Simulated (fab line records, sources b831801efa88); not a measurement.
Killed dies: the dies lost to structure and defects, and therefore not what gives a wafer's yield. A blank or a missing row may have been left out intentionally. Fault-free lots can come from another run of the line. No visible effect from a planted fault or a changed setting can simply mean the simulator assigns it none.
Which of the tools did it? | flow sky130 | Sampling: 13 lots, 39 wafers, 4 of 708 route steps

== WHAT THE GAUGES SHOWED, per wafer ==
SKY_FIELD_ISO_CD_MEAS_13: the cd target is 150 nm. Usual: 149.8 nm for cd nm, sd 1.3.
lot  | measured    | on        | cd nm (nm)        | flag
L256 | day 2 05:32 | cd sem-02 | 147.8 147.6 147.3 |
L257 | day 2 10:21 | cd sem-02 | 149.8 151.5 150.4 |
L258 | day 2 14:49 | cd sem-02 | 149.8 150.0 150.1 |
L259 | day 2 21:00 | cd sem-01 | 150.7 151.4 149.1 |
L260 | day 3 02:29 | cd sem-02 | 153.4 152.0 151.9 |
L262 | day 3 14:12 | cd sem-02 | 151.9 150.5 151.9 |
L263 | day 3 18:43 | cd sem-02 | 149.8 149.1 147.8 |
L267 | day 4 13:42 | cd sem-01 | 149.1 149.5 149.5 |
L268 | day 4 22:14 | cd sem-02 | 149.9 148.9 149.6 |
L274 | day 6 03:15 | cd sem-02 | 150.3 150.6 151.3 |
L275 | day 6 09:34 | cd sem-01 | 149.1 148.6 149.7 |
L277 | day 6 19:04 | cd sem-01 | 150.4 150.6 150.7 |
L278 | day 6 23:20 | cd sem-01 | 148.8 148.7 150.9 |

SKY_FIELD_ISO_THK_MEAS_23. Usual: FIELD_ISO_OXIDATION_01_THK gives 10.06 nm (standard deviation 0.21).
lot  | measured    | on            | FIELD_ISO_OXIDATION_01_THK (nm) | flag
L256 | day 2 08:28 | film metro-02 | 9.98 9.97 9.88                  |
L257 | day 2 14:04 | film metro-02 | 10.05 10.16 10.10               |
L258 | day 2 18:45 | film metro-02 | 10.03 10.12 10.09               |
L259 | day 2 22:50 | film metro-04 | 9.95 9.69 9.65                  |
L260 | day 3 04:19 | film metro-04 | 9.99 9.94 10.13                 |
L262 | day 3 17:03 | film metro-01 | 10.16 10.13 10.05               |
L263 | day 3 20:58 | film metro-01 | 9.60 9.68 9.55                  |
L267 | day 4 18:09 | film metro-04 | 9.97 9.94 9.92                  |
L268 | day 5 01:07 | film metro-01 | 10.08 9.81 9.97                 |
L274 | day 6 05:11 | film metro-01 | 10.28 10.12 10.24               |
L275 | day 6 11:50 | film metro-01 | 10.48 10.36 10.48               |
L277 | day 6 21:20 | film metro-02 | 10.33 10.24 10.42               |
L278 | day 7 01:11 | film metro-04 | 10.33 10.22 10.10               |

SKY_VT_ADJUST_PCH_OVL_MEAS_07. Usual: VT_ADJUST_PCH_OVL gives -0.2 nm (standard deviation 1.4).
lot  | measured     | on         | VT_ADJUST_PCH_OVL (nm) | flag
L256 | day 10 20:31 | overlay-01 | -0.8 -1.5 0.0          |
L257 | day 11 03:17 | overlay-01 | -0.7 -0.6 -1.2         |
L258 | day 11 07:40 | overlay-01 | 1.8 -0.2 -0.2          |
L259 | day 11 16:06 | overlay-01 | -3.7 -1.1 -1.4         |
L260 | day 11 21:44 | overlay-01 | -0.9 0.4 -1.3          |
L262 | day 12 15:47 | overlay-02 | 0.5 0.1 -1.6           |
L263 | day 12 22:24 | overlay-02 | -0.3 1.3 1.2           |
L267 | day 14 13:38 | overlay-01 | -0.7 -1.1 -0.7         |
L268 | day 14 23:36 | overlay-02 | 0.0 2.2 -0.1           |
L274 | day 16 16:52 | overlay-01 | -1.3 -1.7 -1.8         |
L275 | day 17 02:41 | overlay-02 | -1.0 1.7 -0.5          |
L277 | day 17 17:12 | overlay-01 | -1.1 -1.7 -0.2         |
L278 | day 17 23:41 | overlay-02 | 2.9 0.7 0.7            |

== EACH LOT AND THE TOOL THAT RAN IT (in order: tool; ch and the chambers of the sampled wafers; start) ==
lot  | SKY_FIELD_ISO_ETCH_14
L256 | rie diel-01 ch 1,3, day 2 05:39
L257 | rie diel-03 ch 0,1,2, day 2 10:28
L258 | rie diel-04 ch 0,2,3, day 2 14:54
L259 | rie diel-04 ch 2,3, day 2 21:07
L260 | rie diel-03 ch 0,2,3, day 3 02:36
L262 | rie diel-04 ch 0,1,3, day 3 14:18
L263 | rie diel-01 ch 0,2, day 3 18:50
L267 | rie diel-03 ch 1,3, day 4 13:47
L268 | rie diel-03 ch 1,2, day 4 22:21
L274 | rie diel-04 ch 2,3, day 6 03:22
L275 | rie diel-04 ch 0,2, day 6 09:41
L277 | rie diel-04 ch 0,1,2, day 6 19:08
L278 | rie diel-01 ch 1,2,3, day 6 23:27
- SKY_FIELD_ISO_ETCH_14: etches BARC in N2/H2, stops on SiO2, time 45.9 s, target depth 60 nm.

== AS READ BY THE TOOLS THEMSELVES (means over the sampled wafers that have a number; for cases with no such wafer, the mark the record gives instead) ==
SKY_FIELD_ISO_ETCH_14. Usual: bias w 100.05 W, standard deviation 0.29; drypump motor current A 6.0 A, standard deviation 0.57; oes product au 0.856 a.u., standard deviation 0.0048; rf fwd power W 495.2 W, standard deviation 1.9; throttle valve pct 13.225 %, standard deviation 0.0094.
lot  | tool        | bias w (W) | drypump motor current A (A) | oes product au (a.u.) | rf fwd power W (W) | throttle valve pct (%) | flag
L256 | rie diel-01 | 100.00     | 6.1                         | 0.850                 | 497.4              | 13.229                 |
L257 | rie diel-03 | 99.90      | 5.7                         | 0.857                 | 494.8              | 13.234                 |
L258 | rie diel-04 | 99.82      | 6.1                         | 0.859                 | 494.0              | 13.229                 |
L259 | rie diel-04 | 99.97      | 6.0                         | 0.853                 | 495.2              | 13.211                 |
L260 | rie diel-03 | 100.11     | 5.6                         | 0.854                 | 495.4              | 13.220                 |
L262 | rie diel-04 | 100.01     | 6.0                         | 0.857                 | 497.2              | 13.216                 |
L263 | rie diel-01 | 99.63      | 6.1                         | 0.858                 | 495.4              | 13.225                 |
L267 | rie diel-03 | 99.87      | 5.3                         | 0.858                 | 414.0              | 13.226                 | OFF
L268 | rie diel-03 | 100.54     | 5.5                         | 0.856                 | 412.2              | 13.228                 | OFF
L274 | rie diel-04 | 100.23     | 5.5                         | 0.859                 | 496.4              | 13.218                 |
L275 | rie diel-04 | 99.93      | 6.6                         | 0.862                 | 493.0              | 13.227                 |
L277 | rie diel-04 | 100.22     | 6.6                         | 0.853                 | 494.2              | 13.236                 |
L278 | rie diel-01 | 100.23     | 6.1                         | 0.858                 | 496.5              | 13.216                 |

== THE ANSWER, worked out from the rows above alone ==
Rule: take the mean of a lot's wafers that have a number; if it is more than 3 standard deviations from the usual mean, the lot is off. Also off: a lot with no number at a reading for which 4 or more lots have one. All remaining lots with rows at the step are treated as sound. First the gauges in route order, then the tools' own readings, where a lot's mean is used as printed above. The first step at which some lot is off is used, and at that step the reading that is off furthest; a lot without a number counts as furthest.
Off: L267, L268, at SKY_FIELD_ISO_ETCH_14 (rf fwd power W).
If a tool, at that step or one of the process steps before it, ran each lot that is off and ran no sound lot following the first of them, it fits. One fits: rie diel-03 at SKY_FIELD_ISO_ETCH_14. Its last sound lot is L260 (day 3 02:36), its first lot that is off L267 (day 4 13:47): a fault that began between those two fits.
On the lots that are off, the tool's own readings at SKY_FIELD_ISO_ETCH_14 differ by more than 5 times the standard deviation of the sound lots' means, which bears it out; rf fwd power W reads 413.1 W there versus 495.4 W on the sound lots.

== WHAT THE SIMULATOR HAD INSERTED ==
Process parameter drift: rie diel-03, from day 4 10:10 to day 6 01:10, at SKY_FIELD_ISO_ETCH_14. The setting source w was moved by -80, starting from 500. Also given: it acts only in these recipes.
Struck lots among those shown: L267, L268. The rule given above showed the same thing.
